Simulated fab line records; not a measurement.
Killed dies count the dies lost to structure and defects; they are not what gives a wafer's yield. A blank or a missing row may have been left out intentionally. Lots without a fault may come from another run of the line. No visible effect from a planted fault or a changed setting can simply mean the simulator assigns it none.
Split-lot study	flow sky130	23 wafers read across 5 lots, on a route 708 steps long

## SPLIT DETAILS
At SKY_METAL3_SPUTTER_04 (material TiN, target thk 70 nm, time 58.3 s), the setting chamber_pressure_pa was moved away from the recipe's 0.4 Pa on 10 of the 23 wafers read, by -13.8% to +10.1%. All remaining wafers had this setting at the recipe value.

The reading is taken at the split's own step.

## THE READING
TiN_of_METAL3_SPUTTER_04.thk_nm (the simulator's own value, which no gauge read), in nm, at SKY_METAL3_SPUTTER_04 (material TiN, target thk 70 nm, time 58.3 s). The file gives no usual value for it. Across the 13 wafers here that went through the recipe, the average is 69.66 nm and the standard deviation 0.43 nm.

wafer	tool, chamber at the split	chamber_pressure_pa as run, Pa	against the recipe	TiN_of_METAL3_SPUTTER_04.thk_nm, nm	against lot-mates on the recipe
L074.1	pvd_sputter-04, -	0.3447	-13.8%	72.45	no lot-mate on the recipe
L074.2	pvd_sputter-04, -	0.3447	-13.8%	72.53	no lot-mate on the recipe
L074.3	pvd_sputter-04, -	0.3447	-13.8%	72.44	no lot-mate on the recipe
L074.4	pvd_sputter-04, -	0.3447	-13.8%	71.54	no lot-mate on the recipe
L074.6	pvd_sputter-04, -	0.3447	-13.8%	71.52	no lot-mate on the recipe
L076.2	pvd_sputter-01, -	0.4	recipe	69.72	-
L076.3	pvd_sputter-01, -	0.4	recipe	69.63	-
L076.4	pvd_sputter-01, -	0.4	recipe	69.47	-
L076.5	pvd_sputter-01, -	0.4	recipe	69.31	-
L076.6	pvd_sputter-01, -	0.4	recipe	69.59	-
L078.1	pvd_sputter-02, -	0.4406	+10.1%	68.97	no lot-mate on the recipe
L078.2	pvd_sputter-02, -	0.4406	+10.1%	67.86	no lot-mate on the recipe
L078.3	pvd_sputter-02, -	0.4406	+10.1%	68.26	no lot-mate on the recipe
L078.4	pvd_sputter-02, -	0.4406	+10.1%	68.85	no lot-mate on the recipe
L078.6	pvd_sputter-02, -	0.4406	+10.1%	68.83	no lot-mate on the recipe
L080.2	pvd_sputter-02, -	0.4	recipe	70.6	-
L080.4	pvd_sputter-02, -	0.4	recipe	70.44	-
L080.6	pvd_sputter-02, -	0.4	recipe	69.38	-
L084.1	pvd_sputter-02, -	0.4	recipe	70.05	-
L084.2	pvd_sputter-02, -	0.4	recipe	69.44	-
L084.3	pvd_sputter-02, -	0.4	recipe	69.45	-
L084.4	pvd_sputter-02, -	0.4	recipe	69.42	-
L084.6	pvd_sputter-02, -	0.4	recipe	69.1	-

FIT RESULTS
A straight line over all 23 wafers: TiN_of_METAL3_SPUTTER_04.thk_nm changes by -0.151 nm for each +1% of chamber_pressure_pa; r = -0.93; the points scatter about the line by 0.5 nm.
Too few moved wafers with a lot-mate on the recipe to fit a line net of each lot's own level.

## FILE'S OWN FIT
TiN_of_METAL3_SPUTTER_04.thk_nm changes by -0.151 nm for each +1% of chamber_pressure_pa, r = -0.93.
